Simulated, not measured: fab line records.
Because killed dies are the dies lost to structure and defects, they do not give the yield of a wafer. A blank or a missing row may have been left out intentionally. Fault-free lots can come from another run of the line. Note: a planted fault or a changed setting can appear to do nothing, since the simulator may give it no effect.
A struck lot beside a sound one | flow sfq-line | 43 steps out of a route of 325
Sound: the wafers L484.3, L484.4, L484.5. Struck: wafers L482.4, L482.5 (left out: L482.3, a lot-mate that was not struck); the cause follows at the end.
Each step with rows lists, per side, the tool, then ch with its chambers, then its first start. Under that, the readings that differ: sound wafers | struck wafers | difference of the means | sigmas: that difference in standard deviations of wafers without a fault.
alike: readings whose means differ by less than 2 such deviations, and words and numbers that are the same on both sides. not compared: withheld readings, readings that some wafer has no value for, bounds like >300 that may hide the same value, and numbers for which the record gives no deviation and whose values overlap.
A row with sigmas, a row that says differs or no value, or rows on one side alone: a step with any of these is where the two part. Numbers that have no deviation but don't overlap get no sigmas and don't part them. A reading that every wafer of one side lacks parts them only if that side has two wafers or more.

SFQ_TRILAYER_JJ_CE_ETCH_RIE_118: chemistry SF6, target Nb, stops on Al2O3, time 97.7 s, target depth 170 nm.
  sound on rie-metal-01 ch 0,1, day 62 23:52; struck on rie-metal-01 ch 1, day 62 16:40
  alike: drypump-motor-current-A, oes-product-au
  not compared: rf-hours-counter-h
then, 9 steps without rows for these wafers: SFQ_TRILAYER_JJ_ANODIZE_ANODIZE_119; SFQ_TRILAYER_JJ_CE_STRIP_STRIP_120 (strips in O2); SFQ_TRILAYER_JJ_CE_STRIP_SOLV_CLEAN_121 (cleans in NMP, time 600 s); SFQ_TRILAYER_M5_LITHO_COAT_128 (resist thk 62 nm); SFQ_TRILAYER_M5_LITHO_COAT_123 (resist thk 600 nm); SFQ_TRILAYER_M5_LITHO_SOFTBAKE_127; SFQ_TRILAYER_M5_LITHO_EXPOSE_124 (exposes mask M5, target cd 700 nm); SFQ_TRILAYER_M5_LITHO_PEB_126 (peb time 60 s); SFQ_TRILAYER_M5_LITHO_DEVELOP_125 (time 60 s).
-- the record jumps here: 6 days lie between the struck wafers' starts before and after --
SFQ_M5_OVL_MEAS_932:
  struck on overlay-02, day 68 06:33; sound on overlay-01, day 68 12:33
  alike: M5_OVL
then, 1 step without rows for these wafers: SFQ_TRILAYER_M5_BARC_OPEN_METAL_ETCH_161 (etches BARC in O2, target depth 125 nm, time 41.7 s).
SFQ_TRILAYER_M5_ETCH_METAL_ETCH_126: etches Nb in Cl2/BCl3, stops on SiO2, time 203.2 s, target depth 265 nm.
  sound on rie-metal-01 ch 0,1, day 68 12:42; struck on rie-metal-02 ch 1, day 68 06:42
  reading                                             | sound             | struck      | difference | sigmas
  oes-product-au (a.u.)                               | 0.723 0.730 0.733 | 0.712 0.709 | -0.018     | -3
  model.KrF_of_TRILAYER_M5_LITHO_COAT_123.thk-nm (nm) | 371.2 371.2 371.1 | 440.1 439.3 | +68.5      |
  model.M5.feature-depth-nm (nm)                      | 161.6 162.4 163.4 | 144.7 145.1 | -17.6      |
  model.etch.depth-nm (nm)                            | 149.1 149.8 150.9 | 144.7 145.1 | -5.0       |
  alike: drypump-motor-current-A
  not compared: rf-hours-counter-h
SFQ_TRILAYER_M5_STRIP_STRIP_127: strips in O2.
  sound on rie-metal-01 ch 0,1, day 68 13:02; struck on rie-metal-02 ch 1, day 68 07:02
  alike: drypump-motor-current-A, oes-product-au
  not compared: rf-hours-counter-h
then, 2 steps without rows for these wafers: SFQ_TRILAYER_M5_STRIP_SOLV_CLEAN_128 (cleans in NMP, time 600 s); SFQ_TRILAYER_A5B_DEP_PECVD_129 (deposits SiO2 from SiH4/N2O, time 133.33 s, target thk 600 nm).
SFQ_TRILAYER_A5B_CMP_CMP_130: polishes, stops on Nb, target thk 340.7 nm.
  sound on cmp-01 ch 0,1, day 68 14:12; struck on cmp-01 ch 1,3, day 68 08:42
  alike: edge-zone-pressure-frac, motor-current-A, retaining-ring-pressure-frac
then, 2 steps without rows for these wafers: SFQ_TRILAYER_A5B_METRO_MEASURE_131; SFQ_TRILAYER_R5_DEP_SPUTTER_132 (material Ti, target thk 5 nm, time 5 s).
SFQ_TRILAYER_R5_DEP_SPUTTER_133: material MoNx, target thk 40 nm, time 66.7 s.
  struck on pvd-sputter-04, day 68 11:55; sound on pvd-sputter-03, day 68 17:55
  alike: throttle-valve-pct
then, 1 step without rows for these wafers: SFQ_TRILAYER_R5_DEP_SPUTTER_134 (material Ti, target thk 5 nm, time 5 s).
SFQ_R5_RS_MEAS_933: a four-point-probe measurement.
  struck on film-metro-02, day 68 12:02; sound on film-metro-02, day 68 18:02
  alike: R5_MONX_RS
SFQ_R5_THK_MEAS_934: measures by xrf.
  struck on film-metro-02, day 68 12:08; sound on film-metro-02, day 68 18:08
  alike: R5_MONX_THK
then, 6 steps without rows for these wafers: SFQ_TRILAYER_R5_LITHO_COAT_141 (resist thk 62 nm); SFQ_TRILAYER_R5_LITHO_COAT_136 (resist thk 600 nm); SFQ_TRILAYER_R5_LITHO_SOFTBAKE_140; SFQ_TRILAYER_R5_LITHO_EXPOSE_137 (exposes mask R5, target cd 500 nm); SFQ_TRILAYER_R5_LITHO_PEB_139 (peb time 60 s); SFQ_TRILAYER_R5_LITHO_DEVELOP_138 (time 60 s).
-- the record jumps here: 5 days lie between the struck wafers' starts before and after --
SFQ_R5_OVL_MEAS_935:
  struck on overlay-02, day 73 07:43; sound on overlay-02, day 73 13:43
  alike: R5_OVL
then, 4 steps without rows for these wafers: SFQ_TRILAYER_R5_BARC_OPEN_METAL_ETCH_177 (etches BARC in O2, target depth 125 nm, time 41.7 s); SFQ_TRILAYER_R5_ETCH_METAL_ETCH_139 (etches the open film in Cl2, stops on SiO2, target depth 60 nm, time 40 s); SFQ_TRILAYER_R5_STRIP_STRIP_140 (strips in O2); SFQ_TRILAYER_R5_STRIP_SOLV_CLEAN_141 (cleans in NMP, time 600 s).
SFQ_TRILAYER_A5C_DEP_PECVD_142: deposits SiO2 from SiH4/N2O, time 15.556 s, target thk 70 nm.
  sound on pecvd-02 ch 1,2, day 73 14:38; struck on pecvd-02 ch 0,1, day 73 08:38
  alike: heater-power-w, throttle-valve-pct
then, 6 steps without rows for these wafers: SFQ_TRILAYER_I5_LITHO_COAT_149 (resist thk 62 nm); SFQ_TRILAYER_I5_LITHO_COAT_144 (resist thk 650 nm); SFQ_TRILAYER_I5_LITHO_SOFTBAKE_148; SFQ_TRILAYER_I5_LITHO_EXPOSE_145 (exposes mask I5, target cd 700 nm); SFQ_TRILAYER_I5_LITHO_PEB_147 (peb time 60 s); SFQ_TRILAYER_I5_LITHO_DEVELOP_146 (time 60 s).
SFQ_I5_OVL_MEAS_936:
  struck on overlay-01, day 73 22:22; sound on overlay-02, day 74 03:03
  alike: I5_OVL
-- the record jumps here: 16 days lie between the struck wafers' starts before and after (it left off in module I5 and takes up again in module M8, whose first step shown is number 325 of the route) --
SFQ_M8_BOW_MEAS_951:
  struck on film-metro-01, day 89 16:29; sound on film-metro-03, day 89 23:12
  reading                       | sound    | struck | difference | sigmas
  model.etest.m5.comb-log10-ohm | 12 12 12 | 0 0    | -12        |
  alike: M8_BOW

== WHERE THEY PART ==
SFQ_TRILAYER_M5_ETCH_METAL_ETCH_126 only, going by this record. Later steps at which nothing parts them and some readings are alike: SFQ_TRILAYER_M5_STRIP_STRIP_127, SFQ_TRILAYER_A5B_CMP_CMP_130, SFQ_TRILAYER_R5_DEP_SPUTTER_133, SFQ_R5_RS_MEAS_933, SFQ_R5_THK_MEAS_934, SFQ_R5_OVL_MEAS_935, SFQ_TRILAYER_A5C_DEP_PECVD_142, SFQ_I5_OVL_MEAS_936, SFQ_M8_BOW_MEAS_951.

WHY: what the simulator had put in
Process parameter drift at SFQ_TRILAYER_M5_ETCH_METAL_ETCH_126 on rie-metal-02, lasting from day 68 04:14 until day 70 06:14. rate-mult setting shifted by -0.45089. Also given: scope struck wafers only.
